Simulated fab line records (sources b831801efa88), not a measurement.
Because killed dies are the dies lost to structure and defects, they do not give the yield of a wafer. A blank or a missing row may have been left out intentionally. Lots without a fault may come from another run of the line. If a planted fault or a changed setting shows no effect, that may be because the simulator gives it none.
Struck lot and sound lot, side by side -- flow sky130 -- 33 steps out of a route of 708
Sound: these wafers, L314.3, L314.4, L314.5. Wafers L303.1, L303.4, L303.5 were the ones struck. The cause is named last.
Each step with rows lists, per side, the tool, then ch with its chambers, then its first start. Under that, the readings that differ: sound wafers -- struck wafers -- difference of the means -- sigmas: that difference in standard deviations of wafers without a fault.
alike: same words and numbers on both sides, and readings whose means sit less than 2 such deviations apart. not compared: any withheld reading, any reading some wafer has no value for, any bound like >300 that may hide the same value, and any number with overlapping values for which the record gives no deviation.
The two part at a step that has a row with sigmas, a row that says differs or no value, or rows on one side only. Non-overlapping numbers with no deviation appear without sigmas and do not part them. A reading missing from all wafers of one side parts the sides only when that side holds two or more wafers.

first, 7 steps without rows for these wafers: SKY_SONOS_TUNNEL_DEVELOP_06 (develop time 60 s); SKY_SONOS_TUNNEL_IMPLANT_09; SKY_SONOS_TUNNEL_WET_ETCH_10 (etches SiO2 in dHF, target depth 14 nm, time 280 s); SKY_SONOS_TUNNEL_STRIP_11 (strips in SPM, time 600 s); SKY_SONOS_TUNNEL_CLEAN_13 (cleans in dHF, time 20 s); SKY_SONOS_ONO_OXIDATION_00 (stabilise 600 s, purge 300 s, target thk 2.6 nm); SKY_SONOS_ONO_CVD_02 (deposits Si3N4 from DCS/NH3, target thk 10.5 nm, time 180 s).
SKY_SONOS_ONO_CVD_04: deposits SiO2 from SiH4/N2O, target thk 5.7199 nm.
  sound on lpcvd-03 ch 1, day 18 21:42; struck on lpcvd-03 ch 1, day 15 09:28
reading,sound,struck,difference,sigmas
spikeTcBottomC (C),913.9 914.1 915.6,907.9 907.8 904.8,-7.7,-6
spikeTcCentreC (C),901.7 901.5 902.0,893.6 894.2 893.7,-7.9,-5
spikeTcLowerC (C),901.5 901.8 899.5,892.2 894.4 892.5,-7.9,-7
spikeTcTopC (C),905 905 905,898 897 898,-7,-2
spikeTcUpperC (C),903.1 901.1 899.9,891.4 893.5 890.4,-9.6,-8
model.SiO2_of_SONOS_ONO_CVD_04.thkNm (nm),5.829 5.842 5.829,5.047 5.097 5.097,-0.753,
  alike: susceptorTempC
SKY_SONOS_ONO_THK_MEAS_05:
  sound on filmMetro-04, day 18 22:58; struck on filmMetro-04, day 15 10:57
reading,sound,struck,difference,sigmas
SONOS_ONO_CVD_04_THK (nm),5.82 5.81 5.80,5.04 5.06 5.10,-0.74,-6
  not compared: hold
then, 22 steps without rows for these wafers: SKY_SONOS_ONO_HMDS_07 (prime time 60 s); SKY_SONOS_ONO_COAT_08 (resist thk 1140 nm); SKY_SONOS_ONO_SOFTBAKE_09 (time 60 s); SKY_SONOS_ONO_EXPOSE_10 (exposes mask ONOM, target cd 410 nm); SKY_SONOS_ONO_PEB_11; SKY_SONOS_ONO_DEVELOP_12 (develop time 60 s); SKY_SONOS_ONO_ETCH_15 (etches the open film in CHF3/O2, target depth 19.52 nm, time 7.8 s); SKY_SONOS_ONO_WET_ETCH_16 (etches SiO2 in dHF, target depth 14 nm, time 280 s); SKY_SONOS_ONO_STRIP_17 (strips in O2/N2); SKY_SONOS_ONO_WET_ETCH_18 (etches Si3N4 in H3PO4, target depth 15 nm, time 172 s); SKY_GATE_OXIDE_CLEAN_00 (cleans in SC1/SC2, time 150 s); SKY_GATE_OXIDE_OXIDATION_01 (stabilise 600 s, purge 300 s, target thk 10.268 nm); SKY_GATE_OXIDE_DEHYDRATE_03 (time 60 s); SKY_GATE_OXIDE_HMDS_04 (prime time 60 s); SKY_GATE_OXIDE_COAT_05 (resist thk 1140 nm); SKY_GATE_OXIDE_SOFTBAKE_06 (time 60 s); SKY_GATE_OXIDE_EXPOSE_07 (exposes mask LVOM, target cd 600 nm); SKY_GATE_OXIDE_PEB_08; SKY_GATE_OXIDE_DEVELOP_09 (develop time 60 s); SKY_GATE_OXIDE_IMPLANT_11; SKY_GATE_OXIDE_WET_ETCH_12 (etches SiO2 in dHF, target depth 16.8 nm, time 336 s); SKY_GATE_OXIDE_STRIP_13 (strips in O2/N2).
-- the record jumps here: 2 days lie between the struck wafers' starts before and after --
SKY_GATE_OXIDE_CLEAN_15: cleans in SC1/SC2, time 150 s.
  sound on wetBench-02 ch 2, day 21 15:52; struck on wetBench-04 ch 0, day 17 20:55
reading,sound,struck,difference,sigmas
model.SiO2_of_SONOS_ONO_CVD_04.thkNm (nm),4.321 4.334 4.321,3.531 3.575 3.581,-0.763,
  alike: bathHeatDutyPct
-- here the record skips 31 days between the struck wafers' starts before and after, leaving off in module GATE_OXIDE and picking up in module PAD_OPEN (first step shown: number 708 of the route) --
SKY_PAD_OPEN_PROBE_99:
  sound on prober-02, day 50 16:07; struck on prober-01, day 48 16:35
reading,sound,struck,difference,sigmas
model.etest.sonosUncharged.rOnOhmUm,817.1 812.3 821.9,772.9 778.4 792.8,-35.7,
model.etest.capOno.gateLog10ACm2,-8.153 -8.235 -8.184,-6.963 -7.001 -6.995,+1.204,
model.etest.capOno.gateBvV (V),16.81 17.23 16.56,15.9 15.85 15.61,-1.1,
model.etest.capOno.toxAccNm (nm),13.13 13.09 13.02,12.11 12.17 12.21,-0.92,
model.etest.sonosProgrammed.vtV (V),1.349 1.323 1.34,1.799 1.761 1.807,+0.452,
model.etest.sonosBaked.vtV (V),0.8682 0.9032 0.8822,1.212 1.182 1.186,+0.309,
model.etest.sonosErased.vtV (V),-2.208 -2.159 -2.276,-2.473 -2.495 -2.473,-0.266,
  alike: killed_at_M0_to_M3, killed_at_M4_up, killedAtContacts, killedAtFrontEnd, killedAtOther, killedDies, killedOpen, killedShort
  not compared: model.etest.sonosErased.driveUaUm

WHERE THEY PART
At SKY_SONOS_ONO_CVD_04 first; at SKY_SONOS_ONO_THK_MEAS_05 last (within this record only). Later steps at which nothing parts them and some readings are alike: SKY_GATE_OXIDE_CLEAN_15, SKY_PAD_OPEN_PROBE_99.

WHY: whatever the simulator had introduced
lpcvd-03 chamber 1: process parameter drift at SKY_SONOS_ONO_CVD_04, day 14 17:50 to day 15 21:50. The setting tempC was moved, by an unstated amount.
